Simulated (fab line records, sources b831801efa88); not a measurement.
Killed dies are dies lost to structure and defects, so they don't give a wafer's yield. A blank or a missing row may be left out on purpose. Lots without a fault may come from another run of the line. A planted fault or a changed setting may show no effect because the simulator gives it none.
One fault seen from 2 desks | flow sky130 | each desk has only its own numbers; what lay behind them comes last

THE METROLOGY DESK
What the gauges read, lot by lot, whatever tool the lot ran on: means of the sampled wafers that have a number. A lot is out of limits, marked OUT, if its mean lies more than 4 standard deviations from the usual mean; the brackets give that distance.
Columns: A = VIA1_W_RS at SKY_VIA1_RS_MEAS_22, usual 0.429 ohm/sq; B = METAL2_ALCU_RS at SKY_METAL2_RS_MEAS_05, usual 0.1272 ohm/sq
lot  | first seen here | A     | B
L888 | day 34 08:49    | 0.429 | 0.1263
L890 | day 35 08:05    | 0.420 | 0.1244
L891 | day 35 10:07    | 0.430 | 0.1299
L902 | day 38 14:51    | 0.439 | 0.1267
L904 | day 39 06:06    | 0.429 | 0.1275
L905 | day 39 13:08    | 0.426 | 0.1284
L906 | day 40 00:45    | 0.432 | 0.1295
L907 | day 40 01:07    | 0.423 | 0.1256
L908 | day 40 16:31    | 0.428 | 0.1270
L910 | day 40 19:34    | 0.420 | 0.1282
L911 | day 40 23:09    | 0.431 | 0.1280
This desk's finding: nothing out of limits on any of the 11 lots.

THE TOOL OWNER'S DESK: pvd_sputter-02
The tool's own readings at SKY_METAL2_SPUTTER_04 (material TiN, target thk 70 nm, time 58.3 s): means of the sampled wafers that have a number, for each lot that ran on this tool. A lot is out of limits, marked OUT, if its mean lies more than 4 standard deviations from the usual mean; the brackets give that distance.
Columns: A = throttle_valve_pct at SKY_METAL2_SPUTTER_04, usual 29.9 %
lot  | first seen here | A
L888 | day 34 09:22    | 29.7
L891 | day 35 10:40    | 29.6
L904 | day 39 06:40    | 29.6
L905 | day 39 13:47    | 30.2
L906 | day 40 01:34    | 30.2
L908 | day 40 18:34    | 29.8
L910 | day 40 21:07    | 30.3
This desk's finding: nothing out of limits on any of the 7 lots.

PUT TOGETHER
The metrology desk saw nothing out of limits.
The tool owner's desk saw nothing out of limits.

WHAT THE SIMULATOR HAD PUT IN
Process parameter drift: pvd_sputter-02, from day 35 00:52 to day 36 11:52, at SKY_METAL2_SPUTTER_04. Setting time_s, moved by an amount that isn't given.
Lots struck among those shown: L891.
